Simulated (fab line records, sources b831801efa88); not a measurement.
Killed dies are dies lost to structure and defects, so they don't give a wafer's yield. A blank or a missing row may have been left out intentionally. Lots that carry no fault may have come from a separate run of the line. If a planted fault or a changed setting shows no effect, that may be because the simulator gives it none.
8D (eight disciplines) problem report, filled in by code + flow sky130 + the parts of the form that need people (team, actions taken, sign-off) are left out

1. WHAT WENT WRONG
At SKY_SONOS_ONO_SOFTBAKE_09, heater-power-total-W averages 71.88 W over 9 wafers from 3 lots, while fault-free wafers read 56.60 W, standard deviation 0.05. So: +99 or more standard deviations from the usual mean.
The step: time 60 s.
The first sign was on wafer L214.1 at day 14 02:14, on litho-track-01. The record has a number at this step for 33 wafers belonging to 11 lots. Rule for "out", or "out of limits": more than 4 standard deviations from the usual mean. All remaining wafers that have a number are taken as sound.

2. WHAT IT IS, AND WHAT IT ISN'T
| question                    | is                                 | is not                                                                                            |
|-----------------------------|------------------------------------|---------------------------------------------------------------------------------------------------|
| which readings at this step | heater-power-total-W, run-length-s | -                                                                                                 |
| which lots                  | L214, L216, L217                   | L210, L212, L223, L224, L228, L229, L230, L231                                                    |
| which wafers of those lots  | all that have a number             | -                                                                                                 |
| read on which tools         | litho-track-01                     | litho-track-02, litho-track-03                                                                    |
| when                        | from day 14 02:14                  | up to then (6 sound wafers); but 18 sound wafers of L223, L224, L228, L229, L230, L231 came after |

3. THE SUSPECTS, EACH WITH WHAT RULES IT OUT
Counting: a tool at a process step up to the reading stays a suspect if it ran every lot that is out and no sound lot after the first of them.
- rtp-anneal-02 at SKY_NWELL_RTA_28 (time 30 s): ruled out as a lasting fault. Sound lots L223, L229, L231 ran on it after its first lot that is out, L214 (day 6 19:21).
- litho-track-01 at SKY_SONOS_ONO_SOFTBAKE_09 (time 60 s): ruled out as a lasting fault. Sound lots L228, L229, L230, L231 ran on it after its first lot that is out, L214 (day 14 02:14).
Left after counting: nothing in the record.

4. THE CAUSE (what the simulator had put in)
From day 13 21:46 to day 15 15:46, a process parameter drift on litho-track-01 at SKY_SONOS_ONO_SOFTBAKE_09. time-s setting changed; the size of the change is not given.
Counting ruled it out, wrongly.

5. SEQUENCE OF EFFECTS, ordered by route
Rows list readings where the struck wafers' mean (over those with a number) sits beyond 3 standard deviations from the usual. Only readings for which the record gives a usual standard deviation are gone through. hours: the time from each lot's start at the first step in this table that gives one to its start at this step, as a median over the lots. sigmas: the change in usual standard deviations.
| hours | step                      | reading                  | usual   | on struck wafers | change | sigmas      |
|-------|---------------------------|--------------------------|---------|------------------|--------|-------------|
| 0     | SKY_SONOS_ONO_SOFTBAKE_09 | heater-power-total-W     | 56.60 W | 71.88            | +15.28 | +99 or more |
| 0     | SKY_SONOS_ONO_SOFTBAKE_09 | run-length-s             | 89.10 s | 57.58            | -31.52 | -99 or more |
| 14    | SKY_SONOS_ONO_STRIP_17    | strip-time-to-endpoint-s | 14.10 s | 14.32            | +0.22  | +5.7        |
Its process steps:
- SKY_SONOS_ONO_SOFTBAKE_09: time 60 s.
- SKY_SONOS_ONO_STRIP_17: strips in O2/N2.

6. HOW IT WOULD HAVE BEEN CAUGHT EARLIER
The fault began at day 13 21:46; the first out-of-limits reading in this record came at day 14 02:14, 4 hours later.
